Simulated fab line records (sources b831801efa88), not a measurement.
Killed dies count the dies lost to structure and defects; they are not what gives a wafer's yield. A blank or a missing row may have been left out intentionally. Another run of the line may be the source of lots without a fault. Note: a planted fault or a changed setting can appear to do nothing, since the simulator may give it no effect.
Struck lot and sound lot, side by side + flow sky130 + 15 steps out of a route of 708
Sound: wafers L922.4, L922.5, L922.6. Wafers L942.1, L942.2, L942.4 were the ones struck. The cause comes at the end.
At each step with rows: each side's tool, then ch and its chambers, then its first start. Under that, the readings that differ: sound wafers + struck wafers + difference of the means + sigmas: that difference in standard deviations of wafers without a fault.
alike: same words and numbers on both sides, and readings whose means sit less than 2 such deviations apart. not compared: any withheld reading, any reading some wafer has no value for, any bound like >300 that may hide the same value, and any number with overlapping values for which the record gives no deviation.
The two part at a step that has a row with sigmas, a row that says differs or no value, or rows on one side only. Numbers that have no deviation but don't overlap get no sigmas and don't part them. Lack of a reading on every wafer of one side parts them only where that side has two or more wafers.

SKY_VIA2_OVL_MEAS_13:
  sound: overlay-02 at day 38 03:43; struck: overlay-02 at day 42 14:50
  alike: VIA2_OVL
then, 1 step without rows for these wafers: SKY_VIA2_ETCH_14 (etches BARC in N2/H2, stops on SiO2, time 45.9 s, target depth 60 nm).
SKY_VIA2_ETCH_15: etches SiO2 in C4F8/O2/Ar, stops on TiN, target depth 546 nm, time 84 s.
  sound on rie_diel-03 ch 0,2, day 38 03:50; struck on rie_diel-01 ch 0,3, day 42 14:55
  alike: oes_product_au
  not compared: rf_hours_counter_h
SKY_VIA2_STRIP_16: strips in O2/N2.
  sound on plasma_asher-02 ch 0,1, day 38 03:56; struck on plasma_asher-02 ch 0,1, day 42 14:59
  alike: drypump_motor_current_A, oes_product_au, strip_time_to_endpoint_s
  not compared: rf_hours_counter_h
then, 3 steps without rows for these wafers: SKY_VIA2_STRIP_17 (strips in post etch residue remover, time 1200 s); SKY_VIA2_CLEAN_18 (cleans in IPA, time 180 s); SKY_VIA2_CLEAN_19 (cleans in O3/DIW).
SKY_VIA2_SPUTTER_20: material TiN, target thk 20 nm, time 80 s.
  sound: pvd_sputter-03 at day 38 04:29; struck: pvd_sputter-04 at day 42 15:34
  alike: cathode_dc_power_W, throttle_valve_pct
SKY_VIA2_CVD_21: deposits W, target thk 420 nm, time 126.4 s.
  sound on cvd_w-01 ch 0,1, day 38 04:35; struck on cvd_w-01 ch 0,1, day 42 15:38
  alike: heater_power_w
SKY_VIA2_RS_MEAS_22: measures by four-point-probe.
  sound: film_metro-03 at day 38 04:44; struck: film_metro-02 at day 42 15:46
  alike: VIA2_W_RS
SKY_VIA2_THK_MEAS_23: measures by xrf.
  sound: film_metro-03 at day 38 04:50; struck: film_metro-02 at day 42 15:53
  alike: VIA2_W_THK
then, 1 step without rows for these wafers: SKY_VIA2_CMP_24 (polishes, stops on SiO2, t overpolish 20 s, target thk 0 nm).
SKY_METAL3_SPUTTER_00: material Ti, target thk 15 nm, time 10 s.
  sound: pvd_sputter-02 at day 38 05:10; struck: pvd_sputter-02 at day 42 16:20
| reading                                   | sound             | struck            | difference | sigmas |
|-------------------------------------------|-------------------|-------------------|------------|--------|
| model.Ti_of_METAL3_SPUTTER_00.thk_nm (nm) | 15.07 15.14 15.35 | 21.31 21.46 21.66 | +6.29      |        |
  alike: cathode_dc_power_W, throttle_valve_pct
SKY_METAL3_SPUTTER_01: material TiN, target thk 20 nm, time 16.7 s.
  sound: pvd_sputter-02 at day 38 05:11; struck: pvd_sputter-02 at day 42 16:21
  alike: cathode_dc_power_W, throttle_valve_pct
-- the record jumps here: 8 days lie between the struck wafers' starts before and after (it left off in module METAL3 and takes up again in module PAD_OPEN, whose first step shown is number 708 of the route) --
SKY_PAD_OPEN_PROBE_99:
  record: rows for the struck wafers here (prober-01, day 50 18:08), none for the sound ones

== WHERE THEY PART ==
Only at SKY_PAD_OPEN_PROBE_99, within this record.

WHY: what had been put in by the simulator
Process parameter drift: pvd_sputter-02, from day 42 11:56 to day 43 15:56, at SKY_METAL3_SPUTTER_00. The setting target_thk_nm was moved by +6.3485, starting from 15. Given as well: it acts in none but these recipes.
